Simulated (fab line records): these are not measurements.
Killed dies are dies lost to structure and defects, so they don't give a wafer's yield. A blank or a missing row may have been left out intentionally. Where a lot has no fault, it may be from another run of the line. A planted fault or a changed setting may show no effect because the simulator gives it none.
Which tool is to blame? | flow gf180mcu | 39 wafers from 13 lots sampled at 4 of the route's 602 steps

== WHAT THE GAUGES READ, wafer by wafer ==
GF_M1_OVL_MEAS_15.
lot  | measured     | on         | M1_OVL (nm)
L263 | day 18 10:52 | overlay-01 | 8 3 2
L264 | day 18 16:16 | overlay-01 | -14 7 -4
L265 | day 19 05:04 | overlay-01 | 6 10 2
L266 | day 19 12:10 | overlay-01 | -3 2 0
L267 | day 19 20:07 | overlay-01 | 3 0 3
L268 | day 20 04:10 | overlay-02 | 12 5 -2
L271 | day 21 15:26 | overlay-01 | 8 1 1
L272 | day 21 16:52 | overlay-01 | 0 -5 8
L273 | day 22 00:37 | overlay-02 | -1 2 1
L277 | day 23 06:49 | overlay-01 | -5 -4 4
L280 | day 24 07:40 | overlay-01 | 2 4 5
L281 | day 24 21:01 | overlay-02 | -6 -5 -1
L283 | day 25 05:58 | overlay-01 | -4 -8 -12

GF_V1_THK_MEAS_03.
lot  | measured     | on            | V1_CVD_02_THK (nm)
L263 | day 18 11:47 | film-metro-04 | 855 841 872
L264 | day 18 17:13 | film-metro-03 | 842 866 852
L265 | day 19 05:59 | film-metro-03 | 841 850 858
L266 | day 19 13:06 | film-metro-04 | 832 856 850
L267 | day 19 21:02 | film-metro-03 | 847 848 857
L268 | day 20 05:06 | film-metro-01 | 839 841 857
L271 | day 21 16:22 | film-metro-03 | 842 853 856
L272 | day 21 17:47 | film-metro-03 | 854 861 863
L273 | day 22 01:35 | film-metro-03 | 837 851 855
L277 | day 23 07:46 | film-metro-01 | 841 852 854
L280 | day 24 08:35 | film-metro-01 | 840 868 860
L281 | day 24 22:02 | film-metro-03 | 830 834 839
L283 | day 25 06:52 | film-metro-01 | 851 872 863

== WHAT TOOL EACH LOT RAN ON (gives the tool, then ch and the chambers of the sampled wafers, and finally the start) ==
lot  | GF_M1_SPUTTER_02             | GF_M1_STRIP_17
L263 | pvd-sputter-01, day 17 11:20 | plasma-asher-02 ch 0,1, day 18 11:02
L264 | pvd-sputter-03, day 17 16:35 | plasma-asher-04 ch 0, day 18 16:26
L265 | pvd-sputter-04, day 18 04:50 | plasma-asher-03 ch 0,1, day 19 05:14
L266 | pvd-sputter-04, day 18 11:13 | plasma-asher-02 ch 0,1, day 19 12:20
L267 | pvd-sputter-03, day 18 20:08 | plasma-asher-02 ch 0,1, day 19 20:17
L268 | pvd-sputter-04, day 19 03:53 | plasma-asher-03 ch 0,1, day 20 04:20
L271 | pvd-sputter-03, day 20 15:41 | plasma-asher-02 ch 0,1, day 21 15:36
L272 | pvd-sputter-04, day 20 17:06 | plasma-asher-04 ch 0,1, day 21 17:02
L273 | pvd-sputter-03, day 21 00:28 | plasma-asher-02 ch 0,1, day 22 00:47
L277 | pvd-sputter-03, day 22 08:37 | plasma-asher-04 ch 0,1, day 23 06:59
L280 | pvd-sputter-01, day 23 09:12 | plasma-asher-02 ch 0, day 24 07:50
L281 | pvd-sputter-04, day 23 22:01 | plasma-asher-02 ch 0,1, day 24 21:19
L283 | pvd-sputter-03, day 24 08:04 | plasma-asher-03 ch 0,1, day 25 06:08
- GF_M1_SPUTTER_02: material AlCu, target thk 450 nm, time 23.9 s.
- GF_M1_STRIP_17: strips in O2/N2.

== AS READ BY THE TOOLS THEMSELVES (means over the sampled wafers that have a number; for cases with no such wafer, the mark the record gives instead) ==
GF_M1_SPUTTER_02.
lot  | tool           | throttle-valve-pct (%)
L263 | pvd-sputter-01 | 30.1
L264 | pvd-sputter-03 | 31.0
L265 | pvd-sputter-04 | 30.7
L266 | pvd-sputter-04 | 28.7
L267 | pvd-sputter-03 | 30.8
L268 | pvd-sputter-04 | 31.8
L271 | pvd-sputter-03 | 30.2
L272 | pvd-sputter-04 | 29.6
L273 | pvd-sputter-03 | 30.2
L277 | pvd-sputter-03 | 31.0
L280 | pvd-sputter-01 | 29.6
L281 | pvd-sputter-04 | 29.9
L283 | pvd-sputter-03 | 29.8

GF_M1_STRIP_17.
lot  | tool            | chamber-pressure-mTorr (mTorr) | drypump-motor-current-A (A) | heater-power-w (W) | oes-product-au (a.u.) | strip-time-to-endpoint-s (s)
L263 | plasma-asher-02 | 1499.3                         | 5.6                         | 338                | 0.543                 | 7.58
L264 | plasma-asher-04 | 1499.4                         | 5.4                         | 330                | 0.545                 | 7.54
L265 | plasma-asher-03 | 1500.1                         | 5.7                         | 305                | 0.547                 | 7.55
L266 | plasma-asher-02 | 1500.0                         | 5.2                         | 324                | 0.546                 | 7.56
L267 | plasma-asher-02 | 1499.2                         | 5.6                         | 325                | 0.538                 | 7.48
L268 | plasma-asher-03 | 1500.4                         | 5.7                         | 311                | 0.546                 | 7.52
L271 | plasma-asher-02 | -                              | -                           | -                  | -                     | -
L272 | plasma-asher-04 | -                              | -                           | -                  | -                     | -
L273 | plasma-asher-02 | 1500.9                         | 5.6                         | 326                | 0.542                 | 7.51
L277 | plasma-asher-04 | 1499.8                         | 5.9                         | 346                | 0.544                 | 7.53
L280 | plasma-asher-02 | 1500.6                         | 6.0                         | 330                | 0.549                 | 7.62
L281 | plasma-asher-02 | 1500.9                         | 5.2                         | 329                | 0.538                 | 7.48
L283 | plasma-asher-03 | 1499.5                         | 5.7                         | 301                | 0.546                 | 7.49

== THE ANSWER, worked out from the rows above alone ==
Rule: the lots themselves supply what counts as usual. The widest of any qualifying gaps counts: lots, ordered by their means at a reading, are off when they make up no more than a third of the lots, leave a main group of 4 or more, and stand apart from it by 3 or more times the standard deviation of that group's means. The tables above print the reading to a certain number of digits; a main group whose means all agree to those digits is not used. Also off: a lot with no number at a reading for which 4 or more lots have one. Where the step has rows for the other lots, those lots are counted as sound. The gauges are gone through in route order, then the tools' own readings, and for those a lot's mean is taken as printed above. At the first step where some lot is off, the reading lying furthest off is the one used; lots without a number count as furthest.
Off, at GF_M1_STRIP_17 on chamber-pressure-mTorr: L271, L272. Without a number there: L271, L272. The main group has a mean of 1500.0 mTorr with a standard deviation of 0.6.
If a tool, at that step or one of the process steps before it, ran each lot that is off and ran no sound lot following the first of them, it fits. No candidate that was tried fits.

== WHAT THE SIMULATOR HAD INSERTED ==
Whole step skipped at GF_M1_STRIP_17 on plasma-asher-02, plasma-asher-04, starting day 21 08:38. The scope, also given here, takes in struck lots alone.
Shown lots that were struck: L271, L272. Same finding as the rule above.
